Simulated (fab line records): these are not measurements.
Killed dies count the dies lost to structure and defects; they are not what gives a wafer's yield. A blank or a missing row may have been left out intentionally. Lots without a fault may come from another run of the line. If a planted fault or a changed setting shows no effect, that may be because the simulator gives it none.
Chamber matching || flow sky130 || SKY_VIA2_ETCH_14 on rie_diel-03 has 4 sister chambers
The step etches BARC in N2/H2, stops on SiO2, time 45.9 s, target depth 60 nm. 4 wafers are shown with their chamber, then 7 later ones without.

WAFERS PAIRED WITH THEIR CHAMBERS
{"wafer": "L080.2", "chamber": 0, "throttle_valve_pct (%)": 13.210}
{"wafer": "L081.4", "chamber": 3, "throttle_valve_pct (%)": 13.224}
{"wafer": "L086.1", "chamber": 2, "throttle_valve_pct (%)": 13.216}
{"wafer": "L086.4", "chamber": 1, "throttle_valve_pct (%)": 13.223}

WAFERS WHOSE CHAMBER IS MISSING
{"wafer": "L086.5", "throttle_valve_pct (%)": 13.248}
{"wafer": "L090.1", "throttle_valve_pct (%)": 13.215}
{"wafer": "L090.4", "throttle_valve_pct (%)": 13.242}
{"wafer": "L090.5", "throttle_valve_pct (%)": 13.216}
{"wafer": "L096.1", "throttle_valve_pct (%)": 13.229}
{"wafer": "L096.2", "throttle_valve_pct (%)": 13.234}
{"wafer": "L096.3", "throttle_valve_pct (%)": 13.232}

CHAMBER TAKEN BY EACH
{"wafer": "L086.5", "from the rows above": "can't be placed: 3 or 1 or 2 or 0", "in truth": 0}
{"wafer": "L090.1", "from the rows above": "can't be placed: 2 or 0 or 1 or 3", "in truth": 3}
{"wafer": "L090.4", "from the rows above": "can't be placed: 3 or 1 or 2 or 0", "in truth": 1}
{"wafer": "L090.5", "from the rows above": "can't be placed: 2 or 0 or 1 or 3", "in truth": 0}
{"wafer": "L096.1", "from the rows above": "can't be placed: 3 or 1 or 2 or 0", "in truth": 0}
{"wafer": "L096.2", "from the rows above": "can't be placed: 3 or 1 or 2 or 0", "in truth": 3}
{"wafer": "L096.3", "from the rows above": "can't be placed: 3 or 1 or 2 or 0", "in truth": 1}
Placed correctly: 0 of 7. Cannot be placed on the basis of these rows: 7; the candidates contain the true chamber in 7. Placed wrongly: 0.
How it was worked out, from the rows above alone: a wafer's distance from a chamber is the root of the sum, over the readings, of the square of ((its reading less the chamber's mean) divided by the reading's scatter). If the next closest chamber is less than 2 further off than the closest, the wafer can't be placed; otherwise it belongs to the closest. For every chamber, the mean is computed from those of its wafers that are shown. The scatter: root of mean squared gap, hidden wafer to nearest shown wafer, with one shown wafer a chamber.
